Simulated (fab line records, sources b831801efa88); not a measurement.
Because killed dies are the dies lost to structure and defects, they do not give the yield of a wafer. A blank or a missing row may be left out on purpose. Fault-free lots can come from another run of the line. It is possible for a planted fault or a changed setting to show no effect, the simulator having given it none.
Which of the tools did it? -- flow sky130 -- Sampling: 14 lots, 42 wafers, 3 of 708 route steps

## WHAT THE GAUGES READ, wafer by wafer
SKY_SONOS_TUNNEL_CD_MEAS_07: the cd target is 410 nm. Usual: 409.9 nm for cd nm, sd 2.3.
lot,measured,on,cd nm (nm),flag
L691,day 11 12:23,cd sem-01,411.9 411.9 412.7,
L692,day 11 19:11,cd sem-02,411.6 411.6 410.7,
L696,day 13 02:38,cd sem-02,410.0 410.1 409.6,
L697,day 13 14:33,cd sem-01,411.0 410.1 410.6,
L698,day 13 19:57,cd sem-01,410.4 409.3 409.3,
L699,day 14 01:17,cd sem-01,414.2 414.6 414.0,
L701,day 14 21:59,cd sem-01,412.7 412.6 412.5,
L702,day 15 07:02,cd sem-02,409.8 409.9 408.1,
L703,day 15 13:02,cd sem-01,408.1 409.1 410.2,
L704,day 16 07:11,cd sem-01,410.3 408.4 407.0,
L709,day 17 12:26,cd sem-02,412.5 411.3 412.4,
L712,day 18 14:09,cd sem-01,408.1 406.6 407.2,
L713,day 18 18:39,cd sem-02,411.2 412.1 412.9,
L714,day 19 01:17,cd sem-01,410.6 411.1 410.7,

SKY_SONOS_TUNNEL_TW_MEAS_12. Usual: for SONOS_TUNNEL_TW the level is 197.5 and the standard deviation is 1.9.
lot,measured,on,SONOS_TUNNEL_TW,flag
L691,day 11 12:57,film metro-02,198.8 200.0 198.5,
L692,day 11 19:44,film metro-04,197.8 198.4 198.8,
L696,day 13 03:12,film metro-04,198.5 197.7 197.3,
L697,day 13 15:08,film metro-03,195.2 195.8 196.2,
L698,day 13 20:31,film metro-04,197.2 198.2 196.0,
L699,day 14 01:52,film metro-03,194.7 195.4 194.0,
L701,day 14 22:35,film metro-03,194.0 194.1 195.3,
L702,day 15 07:37,film metro-04,197.2 197.9 197.7,
L703,day 15 13:36,film metro-02,197.6 198.9 197.7,
L704,day 16 07:47,film metro-03,196.8 196.9 196.9,
L709,day 17 13:01,film metro-03,196.4 196.0 195.2,
L712,day 18 14:43,film metro-02,202.0 201.1 200.9,
L713,day 18 19:13,film metro-02,202.3 200.8 201.5,
L714,day 19 01:52,film metro-04,199.1 197.3 197.8,

SKY_POLY_GATE_THK_MEAS_21. Usual: for POLY_GATE_OXIDATION_THK the level is 4.05 nm and the standard deviation is 0.083.
lot,measured,on,POLY_GATE_OXIDATION_THK (nm),flag
L691,day 16 13:32,film metro-04,3.91 3.90 3.93,
L692,day 17 00:35,film metro-03,3.97 3.96 4.03,
L696,day 18 13:06,film metro-04,3.99 3.93 3.97,
L697,day 18 21:53,film metro-03,4.16 4.14 4.13,
L698,day 19 02:04,film metro-03,4.03 3.95 4.13,
L699,day 20 11:11,film metro-04,4.05 3.99 4.01,
L701,day 20 13:56,film metro-03,4.05 3.99 3.96,
L702,day 20 19:50,film metro-04,3.93 3.99 4.01,
L703,day 21 03:41,film metro-03,4.17 4.17 4.15,
L704,day 22 01:09,film metro-04,4.06 4.05 4.01,
L709,day 23 08:17,film metro-03,4.06 4.14 4.18,
L712,day 24 07:13,film metro-01,4.13 4.17 4.21,
L713,day 24 17:34,film metro-04,3.98 3.92 3.98,
L714,day 24 17:33,film metro-03,4.01 4.01 4.07,

## EACH LOT AND THE TOOL THAT RAN IT (in order: tool; ch and the chambers of the sampled wafers; start)
Record: no process step prior to these readings.

## AS READ BY THE TOOLS THEMSELVES (means over the sampled wafers that have a number; for cases with no such wafer, the mark the record gives instead)
The record holds no such reading with a usual standard deviation.

## THE ANSWER, worked out from the rows above alone
Rule: a lot is off if the mean of its wafers that have a number lies more than 3 standard deviations from the usual mean. A lot without any number at a reading at which 4 lots or more have one is off too. All remaining lots with rows at the step are treated as sound. Order of review: gauges by route order, followed by the tools' own readings, for which a lot's mean as printed above is used. At the first step where some lot is off, the reading lying furthest off is the one used; lots without a number count as furthest.
Across all readings shown, no lot is off: no conclusion can be drawn from this.

## WHAT THE SIMULATOR PUT IN
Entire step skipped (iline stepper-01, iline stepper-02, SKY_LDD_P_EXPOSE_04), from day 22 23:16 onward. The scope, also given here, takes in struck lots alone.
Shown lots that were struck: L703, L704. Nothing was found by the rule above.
